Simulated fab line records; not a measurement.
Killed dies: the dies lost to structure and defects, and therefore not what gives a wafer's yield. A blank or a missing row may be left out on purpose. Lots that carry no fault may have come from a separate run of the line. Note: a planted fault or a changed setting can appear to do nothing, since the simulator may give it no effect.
Which tool was responsible? :: flow sky130 :: 10 lots with 30 wafers sampled at 3 steps, on a route of 708 steps

WHAT THE GAUGES READ, wafer by wafer
SKY_POLY_GATE_THK_MEAS_01. Usual: for POLY_GATE_CVD_00_THK the level is 181.1 nm and the standard deviation is 1.7.
lot: L398
measured: day 14 14:08
on: film-metro-01
POLY_GATE_CVD_00_THK (nm): 180.9 181.9 181.7
flag: 

lot: L399
measured: day 15 12:49
on: film-metro-03
POLY_GATE_CVD_00_THK (nm): 184.0 184.0 184.4
flag: 

lot: L400
measured: day 15 20:59
on: film-metro-02
POLY_GATE_CVD_00_THK (nm): 181.0 181.3 180.8
flag: 

lot: L403
measured: day 16 10:41
on: film-metro-01
POLY_GATE_CVD_00_THK (nm): 180.0 178.5 178.2
flag: 

lot: L404
measured: day 16 10:41
on: film-metro-03
POLY_GATE_CVD_00_THK (nm): 179.8 181.8 179.2
flag: 

lot: L405
measured: day 16 23:15
on: film-metro-01
POLY_GATE_CVD_00_THK (nm): 177.9 180.3 178.4
flag: 

lot: L406
measured: day 17 06:29
on: film-metro-02
POLY_GATE_CVD_00_THK (nm): 180.5 181.0 181.8
flag: 

lot: L407
measured: day 17 20:56
on: film-metro-03
POLY_GATE_CVD_00_THK (nm): 180.5 179.8 181.6
flag: 

lot: L418
measured: day 21 00:38
on: film-metro-02
POLY_GATE_CVD_00_THK (nm): 181.4 179.9 182.0
flag: 

lot: L420
measured: day 21 14:56
on: film-metro-02
POLY_GATE_CVD_00_THK (nm): 184.5 182.4 179.9
flag: 

SKY_POLY_GATE_CD_MEAS_13: target cd 150 nm. Usual: cd-nm reads 150.3 nm (standard deviation 1.3).
lot: L398
measured: day 17 05:16
on: cd-sem-02
cd-nm (nm): 153.7 151.5 152.8
flag: 

lot: L399
measured: day 18 00:01
on: cd-sem-02
cd-nm (nm): 148.3 150.6 149.7
flag: 

lot: L400
measured: day 18 08:22
on: cd-sem-01
cd-nm (nm): 151.5 152.1 151.1
flag: 

lot: L403
measured: day 18 22:10
on: cd-sem-01
cd-nm (nm): 151.7 150.8 149.9
flag: 

lot: L404
measured: day 18 22:10
on: cd-sem-02
cd-nm (nm): 150.9 149.6 148.4
flag: 

lot: L405
measured: day 19 13:16
on: cd-sem-01
cd-nm (nm): 151.7 152.7 152.4
flag: 

lot: L406
measured: day 19 22:43
on: cd-sem-02
cd-nm (nm): 150.2 149.9 150.4
flag: 

lot: L407
measured: day 20 11:35
on: cd-sem-02
cd-nm (nm): 150.7 151.4 150.5
flag: 

lot: L418
measured: day 23 16:05
on: cd-sem-02
cd-nm (nm): 150.9 152.1 150.8
flag: 

lot: L420
measured: day 24 05:18
on: cd-sem-02
cd-nm (nm): 148.9 149.1 149.7
flag: 

WHICH TOOL RAN EACH LOT (tool, then ch and the chambers of the sampled wafers, then the start)
lot: L398
SKY_SONOS_ONO_STRIP_17: plasma-asher-03 ch 0,1, day 13 08:28

lot: L399
SKY_SONOS_ONO_STRIP_17: plasma-asher-03 ch 0,1, day 14 04:02

lot: L400
SKY_SONOS_ONO_STRIP_17: plasma-asher-01 ch 0,1, day 14 11:34

lot: L403
SKY_SONOS_ONO_STRIP_17: plasma-asher-03 ch 0,1, day 15 01:38

lot: L404
SKY_SONOS_ONO_STRIP_17: plasma-asher-03 ch 0,1, day 15 02:47

lot: L405
SKY_SONOS_ONO_STRIP_17: plasma-asher-01 ch 0,1, day 15 14:56

lot: L406
SKY_SONOS_ONO_STRIP_17: plasma-asher-02 ch 0,1, day 15 21:29

lot: L407
SKY_SONOS_ONO_STRIP_17: plasma-asher-03 ch 0, day 16 06:42

lot: L418
SKY_SONOS_ONO_STRIP_17: plasma-asher-02 ch 0,1, day 19 11:50

lot: L420
SKY_SONOS_ONO_STRIP_17: plasma-asher-03 ch 0,1, day 20 02:31
- SKY_SONOS_ONO_STRIP_17: strips in O2/N2.

AS READ BY THE TOOLS THEMSELVES (means over the sampled wafers that have a number; for cases with no such wafer, the mark the record gives instead)
SKY_SONOS_ONO_STRIP_17. Usual: drypump-motor-current-A 5.8 A, standard deviation 0.55; o2-flow-sccm 3001 sccm, standard deviation 8.2; oes-product-au 0.710 a.u., standard deviation 0.0045; strip-time-to-endpoint-s 14.09 s, standard deviation 0.039.
lot: L398
tool: plasma-asher-03
drypump-motor-current-A (A): 6.0
o2-flow-sccm (sccm): 3005
oes-product-au (a.u.): 0.706
strip-time-to-endpoint-s (s): 14.11
flag: 

lot: L399
tool: plasma-asher-03
drypump-motor-current-A (A): 5.8
o2-flow-sccm (sccm): 3000
oes-product-au (a.u.): 0.709
strip-time-to-endpoint-s (s): 14.12
flag: 

lot: L400
tool: plasma-asher-01
drypump-motor-current-A (A): 5.5
o2-flow-sccm (sccm): 2997
oes-product-au (a.u.): 0.710
strip-time-to-endpoint-s (s): 14.07
flag: 

lot: L403
tool: plasma-asher-03
drypump-motor-current-A (A): 6.0
o2-flow-sccm (sccm): 3009
oes-product-au (a.u.): 0.710
strip-time-to-endpoint-s (s): 14.10
flag: 

lot: L404
tool: plasma-asher-03
drypump-motor-current-A (A): 5.8
o2-flow-sccm (sccm): 2997
oes-product-au (a.u.): 0.712
strip-time-to-endpoint-s (s): 14.12
flag: 

lot: L405
tool: plasma-asher-01
drypump-motor-current-A (A): 5.5
o2-flow-sccm (sccm): 3004
oes-product-au (a.u.): 0.712
strip-time-to-endpoint-s (s): 14.11
flag: 

lot: L406
tool: plasma-asher-02
drypump-motor-current-A (A): 6.3
o2-flow-sccm (sccm): 3007
oes-product-au (a.u.): 0.708
strip-time-to-endpoint-s (s): 14.05
flag: 

lot: L407
tool: plasma-asher-03
drypump-motor-current-A (A): 6.2
o2-flow-sccm (sccm): 2998
oes-product-au (a.u.): 0.711
strip-time-to-endpoint-s (s): 14.02
flag: 

lot: L418
tool: plasma-asher-02
drypump-motor-current-A (A): 6.4
o2-flow-sccm (sccm): 3002
oes-product-au (a.u.): 0.711
strip-time-to-endpoint-s (s): 14.10
flag: 

lot: L420
tool: plasma-asher-03
drypump-motor-current-A (A): 6.0
o2-flow-sccm (sccm): 2993
oes-product-au (a.u.): 0.710
strip-time-to-endpoint-s (s): 14.04
flag: 

THE ANSWER, worked out from the rows above alone
Rule: lot off if the mean of its wafers having a number is beyond 3 standard deviations from the usual mean. A lot without any number at a reading at which 4 lots or more have one is off too. All remaining lots with rows at the step are treated as sound. After the gauges, taken in route order, come the tools' own readings; for these a lot's mean is taken, as printed above. At the first step where some lot is off, the reading lying furthest off is the one used; lots without a number count as furthest.
No lot is off on any of the readings shown, so nothing can be concluded from this.

WHAT THE SIMULATOR HAD INSERTED
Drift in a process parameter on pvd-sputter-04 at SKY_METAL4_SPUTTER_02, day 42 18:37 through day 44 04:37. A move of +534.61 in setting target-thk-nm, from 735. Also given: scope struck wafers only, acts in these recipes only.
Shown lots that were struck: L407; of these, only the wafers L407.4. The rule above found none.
